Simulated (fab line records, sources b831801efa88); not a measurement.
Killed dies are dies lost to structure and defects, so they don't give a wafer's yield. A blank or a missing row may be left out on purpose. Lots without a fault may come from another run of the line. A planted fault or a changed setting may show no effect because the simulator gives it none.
One fault seen from 2 desks | flow sfq_line | each desk has only its own numbers; what lay behind them comes last

THE TOOL OWNER'S DESK: rie_metal-04
The tool's own readings at SFQ_TRILAYER_M4_ETCH_METAL_ETCH_096 (etches Nb in Cl2/Ar, stops on SiO2, target depth 240 nm, time 120 s): means of the sampled wafers that have a number, for each lot that ran on this tool. A lot is out of limits, marked OUT, if its mean lies more than 4 standard deviations from the usual mean; the brackets give that distance.
Columns: A = drypump_motor_current_A at SFQ_TRILAYER_M4_ETCH_METAL_ETCH_096, usual 5.8 A; B = oes_product_au at SFQ_TRILAYER_M4_ETCH_METAL_ETCH_096, usual 0.892 a.u.
lot  | first seen here | A   | B
L292 | day 35 23:45    | 6.0 | 0.891
L294 | day 36 14:21    | 5.8 | 0.901
L295 | day 36 16:43    | 5.9 | 0.891
L303 | day 39 02:19    | 5.9 | 0.894
This desk's finding: nothing out of limits on any of the 4 lots.

THE METROLOGY DESK
What the gauges read, lot by lot, whatever tool the lot ran on: means of the sampled wafers that have a number. A lot is out of limits, marked OUT, if its mean lies more than 4 standard deviations from the usual mean; the brackets give that distance.
Columns: A = M4_NB_RS at SFQ_M4_RS_MEAS_924, usual 0.893 ohm/sq; B = M4_OVL at SFQ_M4_OVL_MEAS_926, usual 1 nm
lot  | first seen here | A     | B
L287 | day 32 22:13    | 0.917 | 1
L292 | day 34 05:12    | 0.893 | -2
L294 | day 34 20:49    | 0.878 | -2
L295 | day 35 00:11    | 0.891 | -0
L303 | day 37 14:06    | 0.892 | 5
L304 | day 37 17:43    | 0.878 | 7
L305 | day 37 20:06    | 0.911 | -1
This desk's finding: nothing out of limits on any of the 7 lots.

PUT TOGETHER
The tool owner's desk saw nothing out of limits.
The metrology desk saw nothing out of limits.

WHAT THE SIMULATOR HAD PUT IN
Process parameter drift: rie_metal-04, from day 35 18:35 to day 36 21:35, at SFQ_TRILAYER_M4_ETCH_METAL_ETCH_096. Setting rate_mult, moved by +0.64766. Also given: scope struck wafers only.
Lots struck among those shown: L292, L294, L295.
